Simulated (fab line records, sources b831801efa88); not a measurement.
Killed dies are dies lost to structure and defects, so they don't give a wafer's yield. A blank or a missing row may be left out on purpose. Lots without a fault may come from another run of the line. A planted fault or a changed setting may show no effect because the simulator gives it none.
Which tool did it? | flow sky130 | 14 lots, 41 wafers sampled, at 6 steps of a route of 708

WHAT THE GAUGES READ, wafer by wafer
SKY_LDD_HVN_TW_MEAS_10. Usual: LDD_HVN_TW 1443, standard deviation 8.7.
lot  | measured     | on            | LDD_HVN_TW     | flag
L158 | day 20 08:53 | film_metro-02 | 1435 1431 1432 |
L160 | day 21 04:54 | film_metro-03 | 1441 1454 1439 |
L161 | day 21 19:10 | film_metro-03 | 1441 1439 1445 |
L164 | day 22 13:09 | film_metro-03 | 1442 1438 1436 |
L169 | day 25 08:45 | film_metro-03 | 1446 1453      |
L171 | day 25 16:22 | film_metro-03 | 1463 1459 1463 |
L173 | day 26 01:01 | film_metro-04 | 1442 1434 1450 |
L175 | day 26 19:03 | film_metro-02 | 1435 1430 1431 |
L174 | day 26 19:51 | film_metro-02 | 1437 1437 1436 |
L176 | day 27 00:46 | film_metro-04 | 1441 1453 1460 |
L177 | day 27 07:35 | film_metro-03 | 1435 1444 1446 |
L178 | day 27 14:14 | film_metro-03 | 1445 1449 1441 |
L179 | day 27 17:33 | film_metro-03 | 1439 1443 1433 |
L180 | day 28 08:56 | film_metro-04 | 1459 1451 1455 |

SKY_SD_N_RS_MEAS_16: measures by four-point-probe. Usual: SD_N_RS 68.49 ohm/sq, standard deviation 0.13.
lot  | measured     | on            | SD_N_RS (ohm/sq)  | flag
L158 | day 27 22:17 | film_metro-03 | 68.46 68.56 68.65 |
L160 | day 28 18:27 | film_metro-04 | 68.46 68.56 68.46 |
L161 | day 29 06:39 | film_metro-04 | 72.33 72.29 72.30 | OFF
L164 | day 30 00:48 | film_metro-02 | 72.17 72.10 72.19 | OFF
L169 | day 32 12:47 | film_metro-03 | 68.62 68.36       |
L171 | day 32 20:02 | film_metro-04 | 68.64 68.55 68.49 |
L173 | day 33 02:07 | film_metro-04 | 68.50 68.59 68.64 |
L175 | day 33 19:47 | film_metro-04 | 68.77 68.59 68.70 |
L174 | day 33 21:00 | film_metro-02 | 68.47 68.42 68.48 |
L176 | day 34 01:47 | film_metro-02 | 68.34 68.41 68.30 |
L177 | day 34 08:01 | film_metro-03 | 68.48 68.62 68.58 |
L178 | day 34 13:22 | film_metro-03 | 68.49 68.45 68.57 |
L179 | day 34 17:44 | film_metro-03 | 68.55 68.74 68.67 |
L180 | day 35 06:55 | film_metro-04 | 68.57 68.52 68.61 |

SKY_SD_N_RS_MEAS_17: measures by four-point-probe. Usual: SD_P_RS 146.9 ohm/sq, standard deviation 0.32.
lot  | measured     | on            | SD_P_RS (ohm/sq)  | flag
L158 | day 27 22:25 | film_metro-03 | 146.8 147.1 147.3 |
L160 | day 28 18:34 | film_metro-04 | 146.8 147.0 146.9 |
L161 | day 29 06:46 | film_metro-04 | 168.9 168.7 168.3 | OFF
L164 | day 30 00:55 | film_metro-02 | 169.0 168.5 168.8 | OFF
L169 | day 32 12:55 | film_metro-03 | 147.1 147.0       |
L171 | day 32 20:09 | film_metro-04 | 147.3 146.6 147.3 |
L173 | day 33 02:14 | film_metro-04 | 146.8 147.3 146.9 |
L175 | day 33 19:54 | film_metro-04 | 147.4 147.0 147.1 |
L174 | day 33 21:07 | film_metro-02 | 146.5 146.1 146.6 |
L176 | day 34 01:54 | film_metro-02 | 147.2 146.7 146.8 |
L177 | day 34 08:08 | film_metro-03 | 147.3 147.0 147.3 |
L178 | day 34 13:29 | film_metro-03 | 146.8 146.7 147.0 |
L179 | day 34 17:51 | film_metro-03 | 146.9 147.4 146.8 |
L180 | day 35 07:02 | film_metro-04 | 147.4 147.2 147.3 |

SKY_SD_N_RS_MEAS_18: measures by four-point-probe. Usual: RES_XHIGH_RS 332.9 ohm/sq, standard deviation 1.1.
lot  | measured     | on            | RES_XHIGH_RS (ohm/sq) | flag
L158 | day 27 22:32 | film_metro-03 | 333.7 332.3 334.1     |
L160 | day 28 18:41 | film_metro-04 | 335.0 333.3 334.9     |
L161 | day 29 06:53 | film_metro-04 | 336.0 335.2 336.4     |
L164 | day 30 01:02 | film_metro-02 | 333.2 333.1 331.9     |
L169 | day 32 13:02 | film_metro-03 | 333.6 333.1           |
L171 | day 32 20:16 | film_metro-04 | 332.2 331.5 331.9     |
L173 | day 33 02:21 | film_metro-04 | 332.8 332.6 333.1     |
L175 | day 33 20:01 | film_metro-04 | 333.5 332.1 332.5     |
L174 | day 33 21:14 | film_metro-02 | 331.7 331.9 330.4     |
L176 | day 34 02:01 | film_metro-02 | 331.3 332.7 332.4     |
L177 | day 34 08:15 | film_metro-03 | 332.1 331.3 331.7     |
L178 | day 34 13:37 | film_metro-03 | 331.0 331.4 332.2     |
L179 | day 34 17:58 | film_metro-03 | 333.9 334.6 334.5     |
L180 | day 35 07:09 | film_metro-04 | 334.4 334.8 334.9     |

SKY_LI_CONTACT_CD_MEAS_12: target cd 170 nm. Usual: cd_nm 169.6 nm, standard deviation 1.7.
lot  | measured     | on        | cd_nm (nm)        | flag
L158 | day 29 03:10 | cd_sem-01 | 170.0 168.9 168.4 |
L160 | day 29 23:04 | cd_sem-01 | 168.7 168.5 168.2 |
L161 | day 30 10:56 | cd_sem-02 | 168.9 168.5 169.1 |
L164 | day 31 05:40 | cd_sem-01 | 168.1 168.2 168.4 |
L169 | day 33 16:29 | cd_sem-02 | 173.8 171.3       |
L171 | day 33 23:59 | cd_sem-01 | 170.5 169.8 169.7 |
L173 | day 34 05:55 | cd_sem-02 | 169.5 171.0 170.2 |
L175 | day 34 23:19 | cd_sem-01 | 173.4 172.6 172.9 |
L174 | day 35 00:37 | cd_sem-02 | 170.2 168.9 169.0 |
L176 | day 35 05:29 | cd_sem-02 | 168.8 168.4 168.1 |
L177 | day 35 11:52 | cd_sem-02 | 168.8 170.0 169.7 |
L178 | day 35 16:47 | cd_sem-02 | 168.7 169.0 168.2 |
L179 | day 35 20:55 | cd_sem-01 | 168.5 168.0 168.1 |
L180 | day 36 09:14 | cd_sem-02 | 168.6 167.6 168.2 |

WHICH TOOL RAN EACH LOT (tool, then ch and the chambers of the sampled wafers, then the start)
lot  | SKY_SD_N_RTA_14
L158 | rtp_anneal-01 ch 0, day 27 22:07
L160 | rtp_anneal-01 ch 0, day 28 18:16
L161 | rtp_anneal-02 ch 0, day 29 06:28
L164 | rtp_anneal-02 ch 0, day 30 00:37
L169 | rtp_anneal-02 ch 0, day 32 12:35
L171 | rtp_anneal-02 ch 0, day 32 19:52
L173 | rtp_anneal-02 ch 0, day 33 01:55
L175 | rtp_anneal-01 ch 0, day 33 19:37
L174 | rtp_anneal-02 ch 0, day 33 20:49
L176 | rtp_anneal-01 ch 0, day 34 01:35
L177 | rtp_anneal-02 ch 0, day 34 07:50
L178 | rtp_anneal-01 ch 0, day 34 13:12
L179 | rtp_anneal-02 ch 0, day 34 17:32
L180 | rtp_anneal-01 ch 0, day 35 06:44
- SKY_SD_N_RTA_14: time 2 s.

WHAT THE TOOLS THEMSELVES READ (means of the sampled wafers that have a number; where no wafer has one, the mark that the record gives instead)
SKY_SD_N_RTA_14. Usual: lamp_power_pct 15.73 %, standard deviation 0.056; wafer_temp_C_max 1078.0, standard deviation 1.1.
lot  | tool          | lamp_power_pct (%) | wafer_temp_C_max | flag
L158 | rtp_anneal-01 | 15.74              | 1078.3           |
L160 | rtp_anneal-01 | 15.68              | 1078.4           |
L161 | rtp_anneal-02 | 15.05              | 1052.5           | OFF
L164 | rtp_anneal-02 | 15.07              | 1053.2           | OFF
L169 | rtp_anneal-02 | 15.82              | 1077.8           |
L171 | rtp_anneal-02 | 15.72              | 1077.6           |
L173 | rtp_anneal-02 | 15.69              | 1077.1           |
L175 | rtp_anneal-01 | 15.74              | 1078.9           |
L174 | rtp_anneal-02 | 15.72              | 1077.8           |
L176 | rtp_anneal-01 | 15.65              | 1078.8           |
L177 | rtp_anneal-02 | 15.79              | 1079.3           |
L178 | rtp_anneal-01 | 15.75              | 1078.1           |
L179 | rtp_anneal-02 | 15.76              | 1078.5           |
L180 | rtp_anneal-01 | 15.72              | 1078.9           |

THE ANSWER, worked out from the rows above alone
Rule: a lot is off if the mean of its wafers that have a number lies more than 3 standard deviations from the usual mean. A lot without any number at a reading at which 4 lots or more have one is off too. The other lots that the step has rows for count as sound. The gauges are gone through in route order, then the tools' own readings, and for those a lot's mean is taken as printed above. The first step at which some lot is off is used, and at that step the reading that is off furthest; a lot without a number counts as furthest.
Off: L161, L164, at SKY_SD_N_RS_MEAS_16 (SD_N_RS).
A tool fits if, at a process step before that reading, it ran every lot that is off, and no sound lot after the first of them. The gauges at SKY_SD_N_RS_MEAS_16 aren't tried: what is off there is off at SKY_SD_N_RTA_14 too, on other tools, and a gauge's error can't cause that. None of those tried fits.

WHAT THE SIMULATOR HAD PUT IN
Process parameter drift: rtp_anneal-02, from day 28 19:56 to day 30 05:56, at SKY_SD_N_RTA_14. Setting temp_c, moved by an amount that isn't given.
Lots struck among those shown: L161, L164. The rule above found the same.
